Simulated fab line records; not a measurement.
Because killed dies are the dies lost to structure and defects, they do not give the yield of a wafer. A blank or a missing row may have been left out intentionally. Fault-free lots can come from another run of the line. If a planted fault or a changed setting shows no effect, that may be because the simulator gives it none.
A sampling plan put to the test + flow sky130 + each of the 7 faults these records tell of, on one fab line, judged from the records of the lots it struck
The line's own looks make up the plan; these are the steps of the route where a gauge or inspection reads the wafer and leaves it unchanged. Where struck wafers have a number at a look and the file lists that look's usual mean and standard deviation on fault-free wafers, the look can be judged. Caught: 4 or more of those standard deviations (sigma) separate the usual mean from the mean of the struck wafers at a look after the fault's first step. On the tool: the fault's steps, tested the same way using the tool's own readings. If the struck wafers alone have a blank record, or they carry another recipe, that too counts as caught.

## THE FAULTS, as the simulator had put them in
1. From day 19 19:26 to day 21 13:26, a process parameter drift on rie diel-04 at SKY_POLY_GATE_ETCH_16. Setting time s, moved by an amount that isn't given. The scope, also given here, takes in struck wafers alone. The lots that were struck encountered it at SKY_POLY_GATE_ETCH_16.
2. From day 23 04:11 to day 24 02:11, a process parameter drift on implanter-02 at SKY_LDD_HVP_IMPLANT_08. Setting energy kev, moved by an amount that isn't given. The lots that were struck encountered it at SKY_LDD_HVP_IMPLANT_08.
3. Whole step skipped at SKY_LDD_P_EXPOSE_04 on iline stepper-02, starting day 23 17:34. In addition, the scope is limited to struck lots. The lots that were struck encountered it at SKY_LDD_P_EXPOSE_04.
4. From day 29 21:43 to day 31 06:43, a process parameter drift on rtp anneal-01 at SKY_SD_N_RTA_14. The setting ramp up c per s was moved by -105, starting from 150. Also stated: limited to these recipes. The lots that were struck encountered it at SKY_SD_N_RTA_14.
5. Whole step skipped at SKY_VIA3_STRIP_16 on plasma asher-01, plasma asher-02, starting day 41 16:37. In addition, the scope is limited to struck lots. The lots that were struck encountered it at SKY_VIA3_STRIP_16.
6. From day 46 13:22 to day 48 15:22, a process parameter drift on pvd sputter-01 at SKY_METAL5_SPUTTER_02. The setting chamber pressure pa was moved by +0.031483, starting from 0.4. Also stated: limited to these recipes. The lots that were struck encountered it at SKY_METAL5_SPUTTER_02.
7. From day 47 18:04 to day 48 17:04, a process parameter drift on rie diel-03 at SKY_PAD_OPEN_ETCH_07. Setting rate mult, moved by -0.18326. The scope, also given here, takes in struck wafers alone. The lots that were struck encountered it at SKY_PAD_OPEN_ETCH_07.

## WHAT THE PLAN SAW
| fault | on the tool itself                               | first look that catches it     | reading, sigma | median hours from its first step to that look | hours from the fault's start to the first struck lot there | judged looks passed uncaught |
|-------|--------------------------------------------------|--------------------------------|----------------|-----------------------------------------------|------------------------------------------------------------|------------------------------|
| 1     | run length s -17 sigma                           | no look after it can be judged | -              | -                                             | -                                                          | 0                            |
| 2     | beam energy keV -99 or beyond sigma              | no look after it can be judged | -              | -                                             | -                                                          | 0                            |
| 3     | no reading that can be judged                    | no look after it can be judged | -              | -                                             | -                                                          | 0                            |
| 4     | ramp up c per s -99 or beyond sigma              | no look after it can be judged | -              | -                                             | -                                                          | 0                            |
| 5     | the tool's record is blank for the struck wafers | no look after it can be judged | -              | -                                             | -                                                          | 0                            |
| 6     | chamber pressure pa +39 sigma                    | no look after it can be judged | -              | -                                             | -                                                          | 0                            |
| 7     | oes product au -12 sigma                         | no look after it can be judged | -              | -                                             | -                                                          | 0                            |
A dash: the fault isn't caught, or these records don't give the number.

Caught at a look: 0 of 7. Caught on the tool: 6 of 7. By one or the other: 6 of 7.
Faults caught by the tool alone: 1, 2, 4, 5, 6, 7.
Caught by neither: fault 3.
